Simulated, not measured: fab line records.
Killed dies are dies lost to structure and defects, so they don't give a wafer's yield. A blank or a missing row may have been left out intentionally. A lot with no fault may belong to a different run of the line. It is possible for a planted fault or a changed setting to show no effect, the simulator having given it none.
Struck lot and sound lot, side by side + flow sky130 + 35 out of 708 route steps
Sound: these wafers, L424.2, L424.3, L424.4. Wafers L431.1, L431.4, L431.6 were the ones struck. The cause is given at the end.
Order at every step that has rows: each side's tool, ch and its chambers, its first start. Under that, the readings that differ: sound wafers + struck wafers + difference of the means + sigmas: that difference in standard deviations of wafers without a fault.
alike: words and numbers the same on both sides, and readings whose means are apart by under 2 such deviations; not compared: readings that were withheld, readings missing a value for some wafer, numbers with overlapping values and no deviation given by the record, and bounds like >300 which may hide the same value.
A row with sigmas, a row that says differs or no value, or rows on one side alone: a step with any of these is where the two part. Numbers that don't overlap but have no deviation are shown without sigmas and don't part them. A reading missing from all wafers of one side parts the sides only when that side holds two or more wafers.

first, 8 steps without rows for these wafers: SKY_NWELL_IMPLANT_24; SKY_NWELL_STRIP_25 (strips in O2/N2); SKY_NWELL_CLEAN_27 (cleans in SC1/SC2, time 150 s); SKY_NWELL_RTA_28 (time 30 s); SKY_VT_ADJUST_HVTP_DEHYDRATE_00 (time 60 s); SKY_VT_ADJUST_HVTP_HMDS_01 (prime time 60 s); SKY_VT_ADJUST_HVTP_COAT_02 (resist thk 1140 nm); SKY_VT_ADJUST_HVTP_SOFTBAKE_03 (time 60 s).
SKY_VT_ADJUST_HVTP_EXPOSE_04: exposes mask HVTPM, target cd 380 nm.
  sound on iline_stepper-02 ch 0, day 6 20:29; struck on iline_stepper-02 ch 0, day 8 11:29
| reading                                | sound                   | struck               | difference | sigmas |
|----------------------------------------|-------------------------|----------------------|------------|--------|
| model.VT_ADJUST_HVTP.overlay_x_nm (nm) | 0.09321 0.09321 0.09321 | -114.2 -114.2 -114.2 | -114.3     |        |
  alike: mask, exposure_dose_mJ_cm2
then, 2 steps without rows for these wafers: SKY_VT_ADJUST_HVTP_PEB_05; SKY_VT_ADJUST_HVTP_DEVELOP_06 (develop time 60 s).
SKY_VT_ADJUST_HVTP_OVL_MEAS_08:
  sound on overlay-02 at day 7 05:29; struck on overlay-02 at day 8 22:05
| reading                 | sound         | struck               | difference | sigmas |
|-------------------------|---------------|----------------------|------------|--------|
| VT_ADJUST_HVTP_OVL (nm) | -1.4 -0.1 0.7 | -116.0 -114.9 -115.9 | -115.3     | -89    |
then, 20 steps without rows for these wafers: SKY_VT_ADJUST_HVTP_IMPLANT_09; SKY_VT_ADJUST_HVTP_STRIP_10 (strips in O2/N2); SKY_VT_ADJUST_LVTN_DEHYDRATE_00 (time 60 s); SKY_VT_ADJUST_LVTN_HMDS_01 (prime time 60 s); SKY_VT_ADJUST_LVTN_COAT_02 (resist thk 3000 nm); SKY_VT_ADJUST_LVTN_SOFTBAKE_03; SKY_VT_ADJUST_LVTN_EXPOSE_04 (exposes mask NWM COMPLEMENT LESS NATIVE, target cd 840 nm); SKY_VT_ADJUST_LVTN_PEB_05; SKY_VT_ADJUST_LVTN_DEVELOP_06 (develop time 60 s); SKY_VT_ADJUST_LVTN_IMPLANT_08; SKY_VT_ADJUST_LVTN_STRIP_09 (strips in O2/N2); SKY_VT_ADJUST_LVTN_DEHYDRATE_11 (time 60 s); SKY_VT_ADJUST_LVTN_HMDS_12 (prime time 60 s); SKY_VT_ADJUST_LVTN_COAT_13 (resist thk 1140 nm); SKY_VT_ADJUST_LVTN_SOFTBAKE_14 (time 60 s); SKY_VT_ADJUST_LVTN_EXPOSE_15 (exposes mask HVN STD DERIVED, target cd 600 nm); SKY_VT_ADJUST_LVTN_PEB_16; SKY_VT_ADJUST_LVTN_DEVELOP_17 (develop time 60 s); SKY_VT_ADJUST_LVTN_IMPLANT_19; SKY_VT_ADJUST_LVTN_STRIP_20 (strips in O2/N2).
-- a jump in the record: the struck wafers' starts before and after are 24 days apart (it breaks off in module VT_ADJUST_LVTN and resumes in module LI_CONTACT, where the first step shown is number 376 of the route) --
SKY_LI_CONTACT_ETCH_14: etches BARC in N2/H2, stops on SiO2, time 45.9 s, target depth 60 nm.
  sound on rie_diel-04 ch 0,1,3, day 30 09:22; struck on rie_diel-04 ch 0,2,3, day 32 19:50
  alike: drypump_motor_current_A, oes_product_au, throttle_valve_pct
  not compared: rf_hours_counter_h, model.LI_CONTACT.cd_nm
SKY_LI_CONTACT_ETCH_15: etches PSG in C4F8/O2/Ar, stops on Si, target depth 600 nm.
  sound on rie_diel-04 ch 0,1,3, day 30 09:25; struck on rie_diel-04 ch 0,2,3, day 32 19:53
  alike: oes_product_au
  not compared: model.LI_CONTACT.cd_nm
-- a jump in the record: the struck wafers' starts before and after are 16 days apart (it breaks off in module LI_CONTACT and resumes in module PAD_OPEN, where the first step shown is number 708 of the route) --
SKY_PAD_OPEN_PROBE_99:
  sound on prober-01 at day 46 19:21; struck on prober-01 at day 48 12:49
| reading                                    | sound                | struck               | difference | sigmas |
|--------------------------------------------|----------------------|----------------------|------------|--------|
| model.etest.sram_pfet_latch.drive_ua_um    | 142.5 136.7 139.5    | 164.1 174.9 173.2    | +31.2      |        |
| model.etest.pfet_01v8_hvt.drive_ua_um      | 140.2 143.7 141.3    | 157.6 154.3 155.2    | +14.0      |        |
| model.etest.sram_pfet_latch.off_log10_a_um | -12.77 -12.9 -13.18  | -11.69 -11.11 -11.25 | +1.60      |        |
| model.etest.pfet_01v8_hvt.off_log10_a_um   | -13.16 -13.12 -13.23 | -12.29 -12.5 -12.45  | +0.76      |        |
  alike: killed_at_M0_to_M3, killed_at_M4_up, killed_at_contacts, killed_at_front_end, killed_at_other, killed_dies, killed_open, killed_short
  not compared: model.etest.licon_pdiff.rc_ohm, model.etest.licon_high_po.rc_ohm, model.etest.licon_ndiff.rc_ohm, model.etest.licon_poly.rc_ohm

## WHERE THEY PART
Only at SKY_VT_ADJUST_HVTP_OVL_MEAS_08, within this record. Later steps at which nothing parts them and some readings are alike: SKY_LI_CONTACT_ETCH_14, SKY_LI_CONTACT_ETCH_15, SKY_PAD_OPEN_PROBE_99.

WHY: whatever the simulator had introduced
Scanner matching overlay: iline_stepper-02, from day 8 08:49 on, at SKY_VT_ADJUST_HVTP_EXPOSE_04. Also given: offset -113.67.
